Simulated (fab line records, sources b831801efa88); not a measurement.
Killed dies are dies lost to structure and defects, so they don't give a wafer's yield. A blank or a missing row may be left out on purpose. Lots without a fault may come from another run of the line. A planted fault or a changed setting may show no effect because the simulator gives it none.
Tool commonality check | flow gf180mcu | 12 lots, 36 wafers sampled

WHY IT WAS OPENED
At GF_M2_CD_MEAS_14 the reading cd_nm is flagged on 2 of 12 lots. Wafers without a fault read 280.1 nm, standard deviation 1.
Rule: a lot is flagged when every wafer of it that has a number lies more than 4 standard deviations from that mean, or none has a number. The other lots count as sound.

lot  | measured     | on        | cd_nm (nm), wafer by wafer | flag
L901 | day 19 07:55 | cd_sem-01 | 278.3 279.4 278.3          |
L902 | day 19 19:23 | cd_sem-02 | 280.1 280.4 281.0          |
L903 | day 20 05:29 | cd_sem-02 | 279.2 279.4 278.9          |
L904 | day 20 13:20 | cd_sem-01 | 278.4 279.2 280.7          |
L905 | day 20 21:13 | cd_sem-01 | 281.7 281.0 281.0          |
L906 | day 21 08:13 | cd_sem-01 | 280.8 281.5 281.5          |
L911 | day 23 16:04 | cd_sem-01 | 264.9 265.3 265.4          | FLAGGED
L913 | day 24 03:33 | cd_sem-01 | 264.6 265.4 266.4          | FLAGGED
L918 | day 25 11:59 | cd_sem-02 | 279.2 280.5 279.9          |
L922 | day 26 20:26 | cd_sem-02 | 280.1 280.1 280.6          |
L921 | day 26 20:49 | cd_sem-02 | 280.8 280.5 281.8          |
L923 | day 27 06:44 | cd_sem-01 | 280.6 280.6 280.5          |
The numbers of the flagged lots are 265.3 nm on average: -14.8 nm against the usual, or -15 standard deviations.

WHICH TOOL RAN EACH LOT
The record holds 3 process steps before the reading, out of a route of 602 steps. In each cell: the tool, then ch and the chambers that the sampled wafers went through, then the start.
lot  | flag    | GF_M2_SPUTTER_00             | GF_M2_SPUTTER_03             | GF_M2_SOFTBAKE_10
L901 |         | pvd_sputter-02, day 18 07:51 | pvd_sputter-02, day 18 08:01 | litho_track-03 ch 0, day 18 19:42
L902 |         | pvd_sputter-01, day 18 18:33 | pvd_sputter-01, day 18 18:43 | litho_track-03 ch 0, day 19 06:42
L903 |         | pvd_sputter-02, day 19 05:06 | pvd_sputter-02, day 19 05:16 | litho_track-03 ch 0, day 19 17:32
L904 |         | pvd_sputter-02, day 19 12:53 | pvd_sputter-02, day 19 13:02 | litho_track-01 ch 0, day 20 00:57
L905 |         | pvd_sputter-02, day 19 20:51 | pvd_sputter-02, day 19 21:01 | litho_track-01 ch 0, day 20 08:56
L906 |         | pvd_sputter-02, day 20 07:58 | pvd_sputter-02, day 20 08:07 | litho_track-03 ch 0, day 20 20:43
L911 | FLAGGED | pvd_sputter-01, day 22 17:44 | pvd_sputter-01, day 22 17:54 | litho_track-01 ch 0, day 23 04:56
L913 | FLAGGED | pvd_sputter-01, day 23 04:31 | pvd_sputter-01, day 23 04:41 | litho_track-01 ch 0, day 23 15:59
L918 |         | pvd_sputter-01, day 24 14:09 | pvd_sputter-01, day 24 14:19 | litho_track-03 ch 0, day 25 01:08
L922 |         | pvd_sputter-01, day 25 23:38 | pvd_sputter-01, day 25 23:47 | litho_track-03 ch 0, day 26 09:38
L921 |         | pvd_sputter-02, day 25 23:57 | pvd_sputter-02, day 26 00:07 | litho_track-03 ch 0, day 26 10:16
L923 |         | pvd_sputter-01, day 26 09:37 | pvd_sputter-01, day 26 09:47 | litho_track-01 ch 0, day 26 20:24
What these steps do:
- GF_M2_SPUTTER_00: material Ti, target thk 37.5 nm, time 150 s.
- GF_M2_SPUTTER_03: material Ti, target thk 10 nm, time 6.7 s.
- GF_M2_SOFTBAKE_10: time 60 s.
- GF_M2_CD_MEAS_14: target cd 280 nm.

FLAGGED OVER TOTAL, TOOL BY TOOL (the gauges that took the reading come last)
step              | tool           | lots run | flagged | share of the flagged lots | sound lots run after its first flagged lot
GF_M2_SPUTTER_00  | pvd_sputter-01 | 6        | 2       | all                       | 3 (L918,L922,L923)
GF_M2_SPUTTER_00  | pvd_sputter-02 | 6        | 0       | none                      | -
GF_M2_SPUTTER_03  | pvd_sputter-01 | 6        | 2       | all                       | 3 (L918,L922,L923)
GF_M2_SPUTTER_03  | pvd_sputter-02 | 6        | 0       | none                      | -
GF_M2_SOFTBAKE_10 | litho_track-01 | 5        | 2       | all                       | 1 (L923)
GF_M2_SOFTBAKE_10 | litho_track-03 | 7        | 0       | none                      | -
GF_M2_CD_MEAS_14  | cd_sem-01      | 7        | 2       | all                       | 1 (L923)
GF_M2_CD_MEAS_14  | cd_sem-02      | 5        | 0       | none                      | -

WHAT THE TABLE ALLOWS
4 rows of the table ran every flagged lot: pvd_sputter-01 at GF_M2_SPUTTER_00, pvd_sputter-01 at GF_M2_SPUTTER_03, litho_track-01 at GF_M2_SOFTBAKE_10, cd_sem-01 at GF_M2_CD_MEAS_14.
- pvd_sputter-01 at GF_M2_SPUTTER_00: 2 of its 6 lots flagged. Sound lots ran on it after the first flagged one (L918, L922, L923), which a lasting fault on the whole tool wouldn't allow.
- pvd_sputter-01 at GF_M2_SPUTTER_03: 2 of its 6 lots flagged. Sound lots ran on it after the first flagged one (L918, L922, L923), which a lasting fault on the whole tool wouldn't allow.
- litho_track-01 at GF_M2_SOFTBAKE_10: 2 of its 5 lots flagged. Sound lots ran on it after the first flagged one (L923), which a lasting fault on the whole tool wouldn't allow. Its own readings lie more than 4 standard deviations out on every wafer of the flagged lots: heater_power_total_W, plate_temp_C.
- cd_sem-01 at GF_M2_CD_MEAS_14: 2 of its 7 lots flagged. Sound lots ran on it after the first flagged one (L923), which a lasting fault on the whole tool wouldn't allow.
No row of the table ran every flagged lot and no sound lot after the first.

WHAT THE SIMULATOR HAD PUT IN
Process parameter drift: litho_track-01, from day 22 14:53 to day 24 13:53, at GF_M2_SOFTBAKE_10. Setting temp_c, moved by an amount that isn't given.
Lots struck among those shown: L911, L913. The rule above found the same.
